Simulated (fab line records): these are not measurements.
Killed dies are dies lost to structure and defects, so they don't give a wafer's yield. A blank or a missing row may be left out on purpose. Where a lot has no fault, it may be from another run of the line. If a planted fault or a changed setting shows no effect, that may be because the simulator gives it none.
Chamber matching / flow sky130 / SKY_VIA1_CMP_24 on cmp-02 has 4 sister chambers
The step polishes, stops on SiO2, t overpolish 15 s, target thk 0 nm. 16 wafers are shown with their chamber, then 8 later ones without.

== WAFERS PAIRED WITH THEIR CHAMBERS ==
wafer=L075.3; chamber=3; motorCurrentA (A)=9.5; timeToEndpointS (s)=60; overpolishRunS (s)=14.997
wafer=L075.5; chamber=0; motorCurrentA (A)=12.6; timeToEndpointS (s)=60; overpolishRunS (s)=15.015
wafer=L075.6; chamber=1; motorCurrentA (A)=10.5; timeToEndpointS (s)=60; overpolishRunS (s)=15.005
wafer=L078.3; chamber=0; motorCurrentA (A)=12.4; timeToEndpointS (s)=62; overpolishRunS (s)=14.998
wafer=L078.5; chamber=1; motorCurrentA (A)=9.8; timeToEndpointS (s)=59; overpolishRunS (s)=15.011
wafer=L078.6; chamber=2; motorCurrentA (A)=12.5; timeToEndpointS (s)=59; overpolishRunS (s)=15.000
wafer=L080.2; chamber=1; motorCurrentA (A)=9.8; timeToEndpointS (s)=61; overpolishRunS (s)=14.995
wafer=L080.4; chamber=2; motorCurrentA (A)=12.1; timeToEndpointS (s)=62; overpolishRunS (s)=15.007
wafer=L080.6; chamber=2; motorCurrentA (A)=11.4; timeToEndpointS (s)=60; overpolishRunS (s)=15.006
wafer=L081.3; chamber=1; motorCurrentA (A)=9.3; timeToEndpointS (s)=57; overpolishRunS (s)=15.001
wafer=L081.4; chamber=3; motorCurrentA (A)=9.8; timeToEndpointS (s)=63; overpolishRunS (s)=15.011
wafer=L081.5; chamber=0; motorCurrentA (A)=12.4; timeToEndpointS (s)=62; overpolishRunS (s)=15.014
wafer=L082.1; chamber=3; motorCurrentA (A)=9.7; timeToEndpointS (s)=61; overpolishRunS (s)=14.997
wafer=L082.3; chamber=2; motorCurrentA (A)=12.0; timeToEndpointS (s)=63; overpolishRunS (s)=15.002
wafer=L082.5; chamber=1; motorCurrentA (A)=10.2; timeToEndpointS (s)=61; overpolishRunS (s)=15.003
wafer=L088.3; chamber=2; motorCurrentA (A)=12.6; timeToEndpointS (s)=68; overpolishRunS (s)=14.982

SIGNATURES (averages over the wafers above)
reading=motorCurrentA; chamber 0=12.467; chamber 1=9.920; chamber 2=12.120; chamber 3=9.667; scatter within a chamber=0.388
reading=timeToEndpointS; chamber 0=61.33; chamber 1=59.60; chamber 2=62.40; chamber 3=61.33; scatter within a chamber=2.38
reading=overpolishRunS; chamber 0=15.00900; chamber 1=15.00300; chamber 2=14.99940; chamber 3=15.00167; scatter within a chamber=0.00846
Rule: for a wafer and a chamber, the distance is found by dividing, reading by reading, the gap between the wafer's reading and the chamber's mean by the reading's scatter, squaring, summing and taking the root. If the next closest chamber is less than 2 further off than the closest, the wafer can't be placed; otherwise it belongs to the closest. The scatter: the root of (the sum of the squares of (reading less its chamber's mean) over the shown wafers, divided by (wafers less chambers)).

== WAFERS WHOSE CHAMBER IS MISSING ==
wafer=L088.5; motorCurrentA (A)=12.0; timeToEndpointS (s)=69; overpolishRunS (s)=14.998
wafer=L088.6; motorCurrentA (A)=9.8; timeToEndpointS (s)=67; overpolishRunS (s)=15.017
wafer=L096.1; motorCurrentA (A)=12.3; timeToEndpointS (s)=65; overpolishRunS (s)=14.985
wafer=L096.3; motorCurrentA (A)=9.9; timeToEndpointS (s)=63; overpolishRunS (s)=14.990
wafer=L096.4; motorCurrentA (A)=9.7; timeToEndpointS (s)=64; overpolishRunS (s)=15.001
wafer=L097.1; motorCurrentA (A)=9.6; timeToEndpointS (s)=62; overpolishRunS (s)=15.016
wafer=L097.2; motorCurrentA (A)=11.5; timeToEndpointS (s)=64; overpolishRunS (s)=14.998
wafer=L097.5; motorCurrentA (A)=9.7; timeToEndpointS (s)=64; overpolishRunS (s)=14.993

== EACH ONE'S CHAMBER ==
wafer=L088.5; from the rows above=can't be placed: 2 or 0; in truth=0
wafer=L088.6; from the rows above=can't be placed: 3 or 1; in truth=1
wafer=L096.1; from the rows above=can't be placed: 2 or 0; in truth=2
wafer=L096.3; from the rows above=can't be placed: 3 or 1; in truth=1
wafer=L096.4; from the rows above=can't be placed: 3 or 1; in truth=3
wafer=L097.1; from the rows above=can't be placed: 3 or 1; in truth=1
wafer=L097.2; from the rows above=can't be placed: 2 or 0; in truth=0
wafer=L097.5; from the rows above=can't be placed: 3 or 1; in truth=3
0 of 8 placed correctly. These rows do not allow placing 8 (true chamber among the candidates in 8). Number placed wrongly: 0.
